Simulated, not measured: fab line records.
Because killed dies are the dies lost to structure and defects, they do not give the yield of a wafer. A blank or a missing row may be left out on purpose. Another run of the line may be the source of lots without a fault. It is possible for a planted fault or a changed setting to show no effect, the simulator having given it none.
A lot that was struck, set against a sound lot -- flow sfq line -- 14 steps out of a route of 325
Sound: the wafers L916.2, L916.5, L916.6. Struck: wafers L925.1, L925.4, L925.5. At the end, the cause is stated.
Order at every step that has rows: each side's tool, ch and its chambers, its first start. Under that, the readings that differ: sound wafers -- struck wafers -- difference of the means -- sigmas: that difference in standard deviations of wafers without a fault.
alike: readings with means less than 2 such deviations apart, plus words and numbers identical on both sides. not compared: withheld readings, readings lacking a value on some wafer, bounds such as >300 that could conceal the same value, and numbers that have no deviation in the record and whose values overlap.
A row with sigmas, a row that says differs or no value, or rows on one side alone: a step with any of these is where the two part. When numbers do not overlap yet have no deviation, they are printed without sigmas and do not part them. Lack of a reading on every wafer of one side parts them only where that side has two or more wafers.

first, 6 steps without rows for these wafers: SFQ_TRILAYER_M6_LITHO_COAT_164 (resist thk 62 nm); SFQ_TRILAYER_M6_LITHO_COAT_159 (resist thk 600 nm); SFQ_TRILAYER_M6_LITHO_SOFTBAKE_163; SFQ_TRILAYER_M6_LITHO_EXPOSE_160 (exposes mask M6, target cd 500 nm); SFQ_TRILAYER_M6_LITHO_PEB_162 (peb time 60 s); SFQ_TRILAYER_M6_LITHO_DEVELOP_161 (time 60 s).
SFQ_M6_OVL_MEAS_940:
  sound on overlay-01 at day 69 01:35; struck on overlay-01 at day 76 10:19
  alike: M6_OVL
SFQ_TRILAYER_M6_BARC_OPEN_METAL_ETCH_206: etches BARC in O2, target depth 125 nm, time 41.7 s.
  sound on rie metal-01 ch 0,1, day 69 01:37; struck on rie metal-03 ch 0,1, day 76 10:22
  alike: drypump motor current A, oes product au
  not compared: rf hours counter h
SFQ_TRILAYER_M6_ETCH_METAL_ETCH_162: etches Nb in Cl2/Ar, stops on SiO2, target depth 240 nm, time 120 s.
  sound on rie metal-01 ch 0,1, day 69 01:41; struck on rie metal-03 ch 0,1, day 76 10:25
  alike: drypump motor current A, oes product au
  not compared: rf hours counter h
SFQ_TRILAYER_M6_STRIP_STRIP_163: strips in O2.
  sound on rie metal-01 ch 0,1, day 69 01:49; struck on rie metal-03 ch 0,1, day 76 10:32
  alike: drypump motor current A, oes product au
  not compared: rf hours counter h
then, 1 step without rows for these wafers: SFQ_TRILAYER_M6_STRIP_SOLV_CLEAN_164 (cleans in NMP, time 600 s).
SFQ_TRILAYER_I6_DEP_PECVD_165: deposits SiO2 from SiH4/N2O, time 111.11 s, target thk 500 nm.
  sound on pecvd-03 ch 0,1, day 69 02:35; struck on pecvd-03 ch 0,2, day 76 11:20
reading,sound,struck,difference,sigmas
heater power w (W),94 95 66,146 117 151,+53,+2
rf fwd power W (W),181.9 182.7 182.3,108.5 109.8 109.6,-73.0,-99 or more
showerhead vpp V (V),759 754 809,647 591 641,-148,-3
model.SiO2_of_TRILAYER_I6_DEP_PECVD_165.thk nm (nm),492.6 496 495.9,419.9 422.6 428.3,-71.2,
  alike: throttle valve pct
SFQ_TRILAYER_I6_CMP_CMP_166: polishes SiO2.
  sound on cmp-01 ch 0,3, day 69 02:40; struck on cmp-01 ch 0,1,3, day 76 13:37
reading,sound,struck,difference,sigmas
time to endpoint s (s),217 219 215,160 162 167,-54,-7
  alike: motor current A, retaining ring pressure frac
SFQ_I6_BOW_MEAS_941:
  sound on film metro-01 at day 69 05:41; struck on film metro-02 at day 76 15:37
  alike: I6_BOW

== WHERE THEY PART ==
Last at SFQ_TRILAYER_I6_CMP_CMP_166 as far as this record goes, first at SFQ_TRILAYER_I6_DEP_PECVD_165. Later steps at which nothing parts them and some readings are alike: SFQ_I6_BOW_MEAS_941.

WHY: what the simulator had put in
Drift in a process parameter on pecvd-03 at SFQ_TRILAYER_I6_DEP_PECVD_165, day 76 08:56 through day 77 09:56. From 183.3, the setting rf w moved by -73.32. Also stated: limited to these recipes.
